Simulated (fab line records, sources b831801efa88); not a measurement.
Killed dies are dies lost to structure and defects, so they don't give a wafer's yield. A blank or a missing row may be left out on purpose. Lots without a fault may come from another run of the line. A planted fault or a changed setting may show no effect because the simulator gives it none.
Which tool did it? | flow sky130 | 12 lots, 36 wafers sampled, at 4 steps of a route of 708

WHAT THE GAUGES READ, wafer by wafer
SKY_METAL4_OVL_MEAS_14. Usual: METAL4_OVL 0 nm, standard deviation 5.3.
lot  | measured     | on         | METAL4_OVL (nm) | flag
L246 | day 41 10:40 | overlay-01 | -1 2 4          |
L248 | day 42 20:36 | overlay-02 | 6 2 6           |
L253 | day 44 14:16 | overlay-02 | 9 5 12          |
L256 | day 44 17:33 | overlay-01 | 2 3 -1          |
L261 | day 46 12:09 | overlay-01 | -8 -2 -7        |
L263 | day 46 21:14 | overlay-01 | -7 -3 0         |
L264 | day 47 02:22 | overlay-02 | -4 0 -5         |
L267 | day 47 15:28 | overlay-02 | 1 -3 0          |
L268 | day 47 20:25 | overlay-02 | -4 -6 -6        |

WHICH TOOL RAN EACH LOT (tool, then ch and the chambers of the sampled wafers, then the start)
lot  | SKY_METAL2_SPUTTER_04        | SKY_METAL3_SPUTTER_04        | SKY_VIA3_SPUTTER_20
L246 | pvd_sputter-01, day 33 14:51 | pvd_sputter-02, day 36 00:07 | pvd_sputter-02, day 39 08:55
L248 | pvd_sputter-03, day 35 06:48 | pvd_sputter-02, day 37 14:51 | pvd_sputter-03, day 40 20:25
L253 | pvd_sputter-03, day 37 08:35 | pvd_sputter-01, day 39 12:58 | pvd_sputter-03, day 42 15:08
L252 | pvd_sputter-02, day 37 10:04 | pvd_sputter-04, day 39 16:39 | pvd_sputter-03, day 42 18:21
L254 | pvd_sputter-01, day 37 10:25 | pvd_sputter-01, day 39 16:44 | pvd_sputter-02, day 42 19:20
L255 | pvd_sputter-03, day 37 11:55 | pvd_sputter-01, day 39 17:42 | pvd_sputter-03, day 42 19:51
L256 | pvd_sputter-01, day 37 13:02 | pvd_sputter-02, day 39 18:54 | pvd_sputter-03, day 42 20:48
L261 | pvd_sputter-02, day 39 12:25 | pvd_sputter-02, day 41 16:10 | pvd_sputter-03, day 44 16:03
L263 | pvd_sputter-01, day 40 02:00 | pvd_sputter-04, day 42 06:39 | pvd_sputter-03, day 45 02:57
L264 | pvd_sputter-02, day 40 08:19 | pvd_sputter-04, day 42 11:30 | pvd_sputter-01, day 45 08:20
L267 | pvd_sputter-03, day 40 18:51 | pvd_sputter-01, day 42 21:14 | pvd_sputter-02, day 45 20:47
L268 | pvd_sputter-03, day 41 03:17 | pvd_sputter-01, day 43 06:27 | pvd_sputter-03, day 46 02:20
- SKY_METAL2_SPUTTER_04: material TiN, target thk 70 nm, time 58.3 s.
- SKY_METAL3_SPUTTER_04: material TiN, target thk 70 nm, time 58.3 s.
- SKY_VIA3_SPUTTER_20: material TiN, target thk 20 nm, time 80 s.

WHAT THE TOOLS THEMSELVES READ (means of the sampled wafers that have a number; where no wafer has one, the mark that the record gives instead)
SKY_METAL2_SPUTTER_04. Usual: cathode_dc_power_W 6500.0 W, standard deviation 1.2; chamber_pressure_pa 0.4000 Pa, standard deviation 0.00082; throttle_valve_pct 29.8 %, standard deviation 0.81.
lot  | tool           | cathode_dc_power_W (W) | chamber_pressure_pa (Pa) | throttle_valve_pct (%) | flag
L246 | pvd_sputter-01 | 6500.2                 | 0.4002                   | 30.8                   |
L248 | pvd_sputter-03 | 6499.3                 | 0.4006                   | 30.2                   |
L253 | pvd_sputter-03 | 6500.2                 | 0.4002                   | 29.8                   |
L252 | pvd_sputter-02 | 6500.0                 | 0.4004                   | 29.7                   |
L254 | pvd_sputter-01 | 6498.8                 | 0.3995                   | 28.5                   |
L255 | pvd_sputter-03 | 6501.2                 | 0.3998                   | 30.0                   |
L256 | pvd_sputter-01 | 6500.4                 | 0.4005                   | 29.3                   |
L261 | pvd_sputter-02 | 6499.9                 | 0.3992                   | 29.9                   |
L263 | pvd_sputter-01 | 6499.7                 | 0.4004                   | 29.7                   |
L264 | pvd_sputter-02 | 6500.6                 | 0.4006                   | 29.4                   |
L267 | pvd_sputter-03 | 6500.3                 | 0.3997                   | 30.0                   |
L268 | pvd_sputter-03 | 6499.8                 | 0.3996                   | 30.1                   |

SKY_METAL3_SPUTTER_04. Usual: cathode_dc_power_W 6500.0 W, standard deviation 1.2; chamber_pressure_pa 0.4001 Pa, standard deviation 0.00075; throttle_valve_pct 29.9 %, standard deviation 0.89.
lot  | tool           | cathode_dc_power_W (W) | chamber_pressure_pa (Pa) | throttle_valve_pct (%) | flag
L246 | pvd_sputter-02 | 6500.7                 | 0.3995                   | 29.3                   |
L248 | pvd_sputter-02 | 6500.0                 | 0.3995                   | 29.7                   |
L253 | pvd_sputter-01 | 6500.0                 | 0.4001                   | 29.1                   |
L252 | pvd_sputter-04 | 6499.7                 | 0.3997                   | 30.3                   |
L254 | pvd_sputter-01 | 6499.3                 | 0.3998                   | 28.9                   |
L255 | pvd_sputter-01 | 6500.6                 | 0.4004                   | 29.3                   |
L256 | pvd_sputter-02 | 6500.6                 | 0.4001                   | 29.4                   |
L261 | pvd_sputter-02 | 6501.1                 | 0.4004                   | 29.5                   |
L263 | pvd_sputter-04 | 6498.7                 | 0.4000                   | 30.0                   |
L264 | pvd_sputter-04 | 6500.8                 | 0.3997                   | 30.4                   |
L267 | pvd_sputter-01 | 6500.2                 | 0.4001                   | 30.3                   |
L268 | pvd_sputter-01 | 6499.2                 | 0.4015                   | 30.8                   |

SKY_VIA3_SPUTTER_20. Usual: cathode_dc_power_W 3878.1 W, standard deviation 0.7; chamber_pressure_pa 5.001 Pa, standard deviation 0.0091; throttle_valve_pct 29.7 %, standard deviation 0.8.
lot  | tool           | cathode_dc_power_W (W) | chamber_pressure_pa (Pa) | throttle_valve_pct (%) | flag
L246 | pvd_sputter-02 | 3878.2                 | 5.005                    | 30.1                   |
L248 | pvd_sputter-03 | 3878.2                 | 5.002                    | 29.8                   |
L253 | pvd_sputter-03 | 3878.0                 | 4.999                    | 29.8                   |
L252 | pvd_sputter-03 | -                      | -                        | -                      | OFF
L254 | pvd_sputter-02 | -                      | -                        | -                      | OFF
L255 | pvd_sputter-03 | -                      | -                        | -                      | OFF
L256 | pvd_sputter-03 | 3877.1                 | 5.006                    | 29.7                   |
L261 | pvd_sputter-03 | 3877.7                 | 4.999                    | 29.9                   |
L263 | pvd_sputter-03 | 3878.7                 | 4.999                    | 29.8                   |
L264 | pvd_sputter-01 | 3877.9                 | 5.001                    | 30.0                   |
L267 | pvd_sputter-02 | 3878.2                 | 4.999                    | 30.6                   |
L268 | pvd_sputter-03 | 3878.6                 | 5.002                    | 30.2                   |

THE ANSWER, worked out from the rows above alone
Rule: a lot is off if the mean of its wafers that have a number lies more than 3 standard deviations from the usual mean. A lot without any number at a reading at which 4 lots or more have one is off too. The other lots that the step has rows for count as sound. The gauges are gone through in route order, then the tools' own readings, and for those a lot's mean is taken as printed above. The first step at which some lot is off is used, and at that step the reading that is off furthest; a lot without a number counts as furthest.
Off: L252, L254, L255, at SKY_VIA3_SPUTTER_20 (cathode_dc_power_W). Without a number there: L252, L254, L255.
A tool fits if, at that step or a process step before it, it ran every lot that is off, and no sound lot after the first of them. None of those tried fits.

WHAT THE SIMULATOR HAD PUT IN
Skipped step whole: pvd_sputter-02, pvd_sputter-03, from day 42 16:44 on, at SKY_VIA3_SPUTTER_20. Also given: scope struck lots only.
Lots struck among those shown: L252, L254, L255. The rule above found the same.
